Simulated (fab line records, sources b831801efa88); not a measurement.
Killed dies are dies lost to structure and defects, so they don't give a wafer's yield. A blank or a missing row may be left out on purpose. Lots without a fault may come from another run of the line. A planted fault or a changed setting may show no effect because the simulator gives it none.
fab line records | flow gf180mcu
record lots=11 wafers=33 last_day=34
route steps=602 shown STI@23 HV_LDD@228 CONTACT@312
lots that met no fault: from a run of the same line without faults
start_h: hours from the record's first day to the start of the lot's first wafer shown | wait_h: hours since the lot's step before | " the same as in the row above | L1.1+2: a row that stands for several wafers | - no value, or no start given | * or withheld: withheld | < > ~ a bound
route shown NAME@n: a module of which the file shows steps, and the number in the route of the first | usual: mean/standard deviation of fault-free wafers | same: alike in all rows | chamber/n: place in a boat | sites: the reading at each site | _std_site: their standard deviation | _edge_site: outer sites' mean less inner sites' | radius_mm: how far each site lies from the wafer's centre | mask NAME#n: copy n | behind: the tool/chamber that last shaped the wafer | hold: why the lot was held/for how many hours/how that ended | device: the transistor (n, p or np) that didn't switch | end of line: the same wafers' tests at the end of the route | a step without rows: its recipe alone | killed: dies lost to structure and defects at the first sort, not the wafer's yield | map: a wafer's dies, x killed, . not, _ none there
set.NAME: the setting as run; set.NAME@STEP: as run at that earlier step | model.NAME: the simulator's own value behind a step, which no gauge read
steps of the route over a sample of lots; a table a step, a row a wafer
services: from which hour (start_h, from the record's first day; less than 0 if before it) a tool's chamber was out of use, for how many hours, and why
## steps
# step GF_STI_THK_MEAS_22
# recipe reads=SiO2_of_STI_OXIDATION_21
# usual STI_OXIDATION_01_THK=14.9/0.33
# columns lot.wafer tool chamber start_h wait_h STI_OXIDATION_01_THK[nm]
L156.2 film_metro-02 - 48.13 0.0 14.8
L156.4 " - " " 14.7
L156.6 " - " " 14.7
L157.3 film_metro-04 - 52.43 0.0 15.0
L157.4 " - " " 14.8
L157.5 " - " " 14.8
L158.1 film_metro-02 - 58.89 0.0 14.8
L158.5 " - " " 15.4
L158.6 " - " " 15.1
L166.2 film_metro-02 - 105.11 0.0 14.6
L166.3 " - " " 14.4
L166.6 " - " " 14.4
L167.2 film_metro-03 - 105.13 0.0 14.9
L167.3 " - " " 14.5
L167.5 " - " " 14.9
L169.1 film_metro-03 - 114.25 0.0 15.2
L169.2 " - " " 15.1
L169.5 " - " " 15.5
L170.3 film_metro-04 - 119.82 0.0 14.5
L170.4 " - " " 14.5
L170.6 " - " " 14.5
L171.1 film_metro-02 - 128.02 0.0 14.7
L171.5 " - " " 14.7
L171.6 " - " " 14.7
L172.2 film_metro-02 - 133.55 0.0 14.7
L172.5 " - " " 14.8
L172.6 " - " " 14.8
L174.3 film_metro-03 - 145.69 0.0 14.6
L174.4 " - " " 14.6
L174.5 " - " " 14.6
L175.1 film_metro-04 - 153.84 0.0 14.9
L175.4 " - " " 15.1
L175.5 " - " " 14.9
# step GF_HV_LDD_RTA_52
# recipe temp_c=1000 time_s=10 ambient=N2
# usual lamp_power_pct=32.9/0.76 wafer_temp_C_max=1003.8/1
# columns lot.wafer tool chamber start_h wait_h lamp_power_pct wafer_temp_C_max
L156.2 rtp_anneal-02 0 295.56 0.0 33.7 1005.0
L156.4 " 0 " " 33.8 1005.6
L156.6 " 0 " " 33.8 1004.0
L157.3 rtp_anneal-02 0 303.97 0.0 33.7 1005.0
L157.4 " 0 " " 33.8 1004.3
L157.5 " 0 " " 33.7 1005.3
L158.1 rtp_anneal-01 0 315.96 0.0 32.3 1003.6
L158.5 " 0 " " 32.2 1003.9
L158.6 " 0 " " 32.2 1003.2
L166.2 rtp_anneal-02 0 389.56 0.0 33.8 1003.5
L166.3 " 0 " " 33.7 1004.8
L166.6 " 0 " " 33.8 1003.9
L167.2 rtp_anneal-01 0 389.77 0.0 32.2 1003.1
L167.3 " 0 " " 32.2 1002.2
L167.5 " 0 " " 32.2 1003.3
L169.1 rtp_anneal-01 0 403.14 0.0 32.2 1003.8
L169.2 " 0 " " 32.2 1002.5
L169.5 " 0 " " 32.2 1002.8
L170.3 rtp_anneal-01 0 415.03 0.0 32.2 1002.9
L170.4 " 0 " " 32.3 1003.5
L170.6 " 0 " " 32.2 1004.2
L171.1 rtp_anneal-01 0 430.46 0.0 32.3 1002.4
L171.5 " 0 " " 32.2 1002.6
L171.6 " 0 " " 32.3 1003.9
L172.2 rtp_anneal-01 0 442.02 0.0 32.3 1003.2
L172.5 " 0 " " 32.3 1003.7
L172.6 " 0 " " 32.2 1003.5
L174.3 rtp_anneal-02 0 453.01 0.0 33.8 1003.4
L174.4 " 0 " " 33.8 1004.8
L174.5 " 0 " " 33.8 1004.4
L175.1 rtp_anneal-02 0 475.76 0.0 33.8 1004.1
L175.4 " 0 " " 33.8 1005.4
L175.5 " 0 " " 33.7 1004.0
# step GF_HV_LDD_CVD_56
# recipe material=Si3N4 precursor=DCS/NH3 target_thk_nm=90 temp_c=770 time_s=1543 pressure_mtorr=250
# usual spike_tc_centre_C=770.9/1.3 spike_tc_lower_C=770.5/1.4 spike_tc_top_C=780.8/2.8 spike_tc_upper_C=770.0/1.4 susceptor_temp_C=770.0/0.34 zone_power_lower_pct=13.8/1.4
# columns lot.wafer tool chamber start_h wait_h spike_tc_centre_C spike_tc_lower_C spike_tc_top_C spike_tc_upper_C susceptor_temp_C zone_power_lower_pct
L156.2 lpcvd-01 1 297.33 0.0 772.7 770.5 781.6 768.0 769.7 12.9
L156.4 " 1 " " 770.8 770.4 782.5 770.7 770.0 12.5
L156.6 " 1 " " 771.7 771.6 781.5 769.6 769.7 12.8
L157.3 lpcvd-01 0 305.22 0.0 764.3 764.1 772.3 766.1 764.5 15.5
L157.4 " 0 " " 764.7 764.4 771.6 764.9 764.0 15.6
L157.5 " 0 " " 764.8 764.1 770.9 764.3 764.3 15.4
L158.1 lpcvd-01 1 317.23 0.1 765.8 765.7 776.1 763.5 764.2 12.4
L158.5 " 1 " " 766.6 765.7 774.3 764.7 764.0 12.6
L158.6 " 1 " " 764.5 765.1 774.8 763.7 763.1 12.4
L166.2 lpcvd-01 1 390.81 0.0 771.6 771.9 779.7 770.5 770.5 12.6
L166.3 " 1 " " 773.1 771.4 779.5 768.7 770.5 12.6
L166.6 " 1 " " 769.9 771.7 782.0 770.3 770.2 12.7
L167.2 lpcvd-02 0 391.54 0.0 770.4 768.2 786.6 769.7 770.1 15.4
L167.3 " 0 " " 768.5 768.6 784.7 769.3 770.0 15.5
L167.5 " 0 " " 770.0 771.3 787.0 769.8 769.5 15.5
L169.1 lpcvd-01 1 404.77 0.1 771.3 770.9 780.0 767.4 770.0 12.7
L169.2 " 1 " " 772.7 772.2 781.1 768.3 769.7 12.6
L169.5 " 1 " " 771.2 771.1 779.3 770.9 769.7 12.6
L170.3 lpcvd-01 1 416.28 0.0 772.6 770.6 781.6 769.6 770.1 12.6
L170.4 " 1 " " 771.3 772.2 781.2 772.0 770.5 12.6
L170.6 " 1 " " 771.3 771.0 779.9 769.2 770.2 12.7
L171.1 lpcvd-02 1 431.73 0.1 771.2 768.3 781.6 771.8 769.6 12.7
L171.5 " 1 " " 769.9 770.6 782.8 770.3 770.2 13.1
L171.6 " 1 " " 767.9 769.6 780.6 772.0 769.8 13.0
L172.2 lpcvd-02 1 443.28 0.0 772.0 767.2 779.9 771.0 769.7 12.9
L172.5 " 1 " " 770.0 770.1 778.0 770.6 769.9 12.9
L172.6 " 1 " " 769.4 768.8 782.0 770.9 769.6 12.9
L174.3 lpcvd-01 0 455.22 1.0 770.0 769.8 779.1 773.2 769.7 16.0
L174.4 " 0 " " 771.8 770.9 778.8 773.5 770.0 16.1
L174.5 " 0 " " 768.7 770.2 779.1 771.5 770.0 15.9
L175.1 lpcvd-01 0 478.31 0.1 770.0 769.5 777.2 771.1 770.4 15.8
L175.4 " 0 " " 767.9 770.6 777.8 771.9 770.8 15.6
L175.5 " 0 " " 770.2 771.1 776.8 771.5 770.2 15.8
# step GF_HV_LDD_THK_MEAS_57
# recipe reads=Si3N4_of_HV_LDD_CVD_56
# usual HV_LDD_CVD_56_THK=89.9/0.81
# columns lot.wafer tool chamber start_h wait_h HV_LDD_CVD_56_THK[nm]
L156.2 film_metro-03 - 299.48 0.0 89.5
L156.4 " - " " 90.4
L156.6 " - " " 90.1
L157.3 film_metro-01 - 306.66 0.0 79.6
L157.4 " - " " 79.6
L157.5 " - " " 79.5
L158.1 film_metro-04 - 318.66 0.0 81.4
L158.5 " - " " 81.4
L158.6 " - " " 81.0
L166.2 film_metro-03 - 392.25 0.0 90.4
L166.3 " - " " 90.1
L166.6 " - " " 90.9
L167.2 film_metro-01 - 393.69 0.0 89.4
L167.3 " - " " 89.9
L167.5 " - " " 89.6
L169.1 film_metro-01 - 406.19 0.0 90.1
L169.2 " - " " 90.1
L169.5 " - " " 89.9
L170.3 film_metro-01 - 417.73 0.0 90.3
L170.4 " - " " 89.7
L170.6 " - " " 89.8
L171.1 film_metro-03 - 433.16 0.0 91.4
L171.5 " - " " 91.3
L171.6 " - " " 90.8
L172.2 film_metro-01 - 444.72 0.0 90.9
L172.5 " - " " 90.0
L172.6 " - " " 90.6
L174.3 film_metro-03 - 456.67 0.0 88.3
L174.4 " - " " 90.0
L174.5 " - " " 89.2
L175.1 film_metro-01 - 479.74 0.0 89.2
L175.4 " - " " 89.1
L175.5 " - " " 89.4
# step GF_HV_LDD_ETCHBACK_58
# recipe chemistry=CH3F/O2 target=Si3N4 stop_on=SiO2 source_w=400 bias_w=80 pressure_mtorr=25 ch3f_flow_sccm=40 O2_flow_sccm=30 time_s=100 target_depth_a=900
# usual bias_w=80.01/0.24 ch3f_flow_sccm=39.98/0.12 drypump_motor_current_A=5.8/0.38 oes_product_au=0.843/0.0059 throttle_valve_pct=10.560/0.0089
# columns lot.wafer tool chamber start_h wait_h bias_w ch3f_flow_sccm drypump_motor_current_A oes_product_au rf_hours_counter_h throttle_valve_pct
L156.2 rie_diel-03 0 299.53 0.0 79.65 40.00 5.5 0.838 92 10.541
L156.4 " 3 " " 79.74 40.07 5.5 0.842 59 10.569
L156.6 " 1 " " 80.06 40.02 5.3 0.844 - 10.579
L157.3 rie_diel-03 1 306.70 0.0 80.26 39.74 5.4 0.793 59 10.557
L157.4 " 3 " " 80.27 39.82 5.5 0.787 60 10.546
L157.5 " 2 " " 80.32 39.95 5.7 0.795 - 10.534
L158.1 rie_diel-03 2 318.72 0.1 79.97 40.14 5.7 0.798 122 10.550
L158.5 " 0 " " 80.19 39.87 5.5 0.798 - 10.562
L158.6 " 3 " " 79.79 40.18 5.5 0.791 - 10.545
L166.2 rie_diel-02 1 392.30 0.0 80.53 40.02 5.5 0.845 36 10.558
L166.3 " 0 " " 80.03 39.76 5.9 0.858 10 10.558
L166.6 " 3 " " 79.59 39.99 6.4 0.847 - 10.554
L167.2 rie_diel-02 1 393.74 0.0 80.22 40.01 5.5 0.842 36 10.541
L167.3 " 0 " " 79.87 39.90 5.9 0.846 10 10.573
L167.5 " 1 " " 79.72 40.06 5.5 0.839 - 10.554
L169.1 rie_diel-01 2 406.25 0.1 79.80 40.32 5.8 0.842 40 10.547
L169.2 " 0 " " 79.79 39.93 6.5 0.842 62 10.551
L169.5 " 3 " " 80.25 39.94 6.4 0.835 - 10.568
L170.3 rie_diel-02 3 417.77 0.0 80.23 39.94 6.4 0.844 5 10.550
L170.4 " 1 " " 80.24 40.13 5.5 0.849 37 10.559
L170.6 " 0 " " 80.30 39.98 5.9 0.843 - 10.561
L171.1 rie_diel-01 2 433.22 0.1 80.10 40.25 5.8 0.854 41 10.565
L171.5 " 3 " " 80.10 40.02 6.4 0.852 - 10.570
L171.6 " 0 " " 80.02 40.09 6.6 0.843 - 10.544
L172.2 rie_diel-03 0 444.77 0.0 79.57 39.99 5.5 0.847 96 10.570
L172.5 " 2 " " 80.16 40.15 5.7 0.842 - 10.565
L172.6 " 3 " " 79.83 39.93 5.6 0.849 - 10.569
L174.3 rie_diel-02 1 456.71 0.0 79.97 39.75 5.5 0.832 38 10.564
L174.4 " 3 " " 80.01 39.86 6.4 0.840 6 10.545
L174.5 " 3 " " 79.81 39.99 6.4 0.838 - 10.541
L175.1 rie_diel-03 3 479.80 0.1 80.25 39.99 5.5 0.849 63 10.552
L175.4 " 1 " " 79.85 39.83 5.4 0.836 63 10.579
L175.5 " 2 " " 80.34 40.10 5.7 0.847 - 10.567
# step GF_CONTACT_RS_MEAS_25
# recipe thk_meas_gauge=four-point-probe reads=W_of_CONTACT_CVD_24+TiN_of_CONTACT_SPUTTER_23+Ti_of_CONTACT_SPUTTER_22
# usual CONTACT_W_RS=0.380/0.004
# columns lot.wafer tool chamber start_h wait_h CONTACT_W_RS[ohm/sq]
L156.2 film_metro-03 - 388.94 0.1 0.377
L156.4 " - " " 0.383
L156.6 " - " " 0.381
L157.3 film_metro-01 - 395.84 0.1 0.379
L157.4 " - " " 0.384
L157.5 " - " " 0.381
L158.1 film_metro-01 - 409.75 0.2 0.377
L158.5 " - " " 0.376
L158.6 " - " " 0.378
L166.2 film_metro-04 - 491.30 0.1 0.380
L166.3 " - " " 0.381
L166.6 " - " " 0.383
L167.2 film_metro-01 - 492.49 0.1 0.383
L167.3 " - " " 0.390
L167.5 " - " " 0.389
L169.1 film_metro-04 - 506.27 0.1 0.383
L169.2 " - " " 0.380
L169.5 " - " " 0.382
L170.3 film_metro-03 - 516.24 0.1 0.374
L170.4 " - " " 0.380
L170.6 " - " " 0.376
L171.1 film_metro-03 - 532.85 0.1 0.373
L171.5 " - " " 0.375
L171.6 " - " " 0.380
L172.2 film_metro-03 - 541.55 0.1 0.377
L172.5 " - " " 0.376
L172.6 " - " " 0.381
L174.3 film_metro-04 - 552.38 0.1 0.375
L174.4 " - " " 0.383
L174.5 " - " " 0.381
L175.1 film_metro-01 - 573.89 0.1 0.385
L175.4 " - " " 0.384
L175.5 " - " " 0.384
## services
# columns tool chamber start_h hours kind
lpcvd-02 - 327.67 1.1 repair
rie_diel-02 1 337.63 5.4 repair
rie_diel-02 2 346.23 - clean
rie_diel-02 2 346.23 24.4 scheduled_down
rie_diel-02 2 346.23 24.4 vent_cycle
rie_diel-03 2 350.04 - clean
rie_diel-03 2 350.04 20.2 scheduled_down
rie_diel-03 2 350.04 20.2 vent_cycle
rie_diel-03 3 393.08 9.4 repair
rie_diel-03 - 413.79 0.4 repair
rie_diel-01 - 434.00 0.6 repair
rie_diel-01 3 457.31 14.8 repair
lpcvd-02 - 470.99 28.1 pm
## key
first_sign step=GF_HV_LDD_CVD_56 reading=susceptor_temp_C direction=down sigmas=17 usual=* struck=*
effect step=GF_HV_LDD_CVD_56 reading=spike_tc_centre_C direction=down sigmas=4.6 usual=770.9 struck=765.1
effect step=GF_HV_LDD_THK_MEAS_57 reading=HV_LDD_CVD_56_THK direction=down sigmas=12 usual=89.9 struck=80.4
effect step=GF_HV_LDD_ETCHBACK_58 reading=oes_product_au direction=down sigmas=8.3 usual=0.843 struck=0.794
met_at GF_HV_LDD_CVD_56
struck_lots L157,L158
tester_left_out L157,L158
not_acting_at GF_STI_THK_MEAS_22,GF_HV_LDD_RTA_52,GF_CONTACT_RS_MEAS_25
onset_between 297.33 305.22
fault kind=process_parameter_drift tool=lpcvd-01 chamber=- onset_h=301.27 steps=GF_HV_LDD_CVD_56 channel=temp_c offset=* shape=step end_h=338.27 acts_in=* stated=*
# tester_left_out: of these lots the tester's yield and bins aren't shown, on N5 and GAA mostly nor the transistor test; their killed dies are dies lost to structure and defects alone, not to doping, threshold or leakage, so they don't give the yield
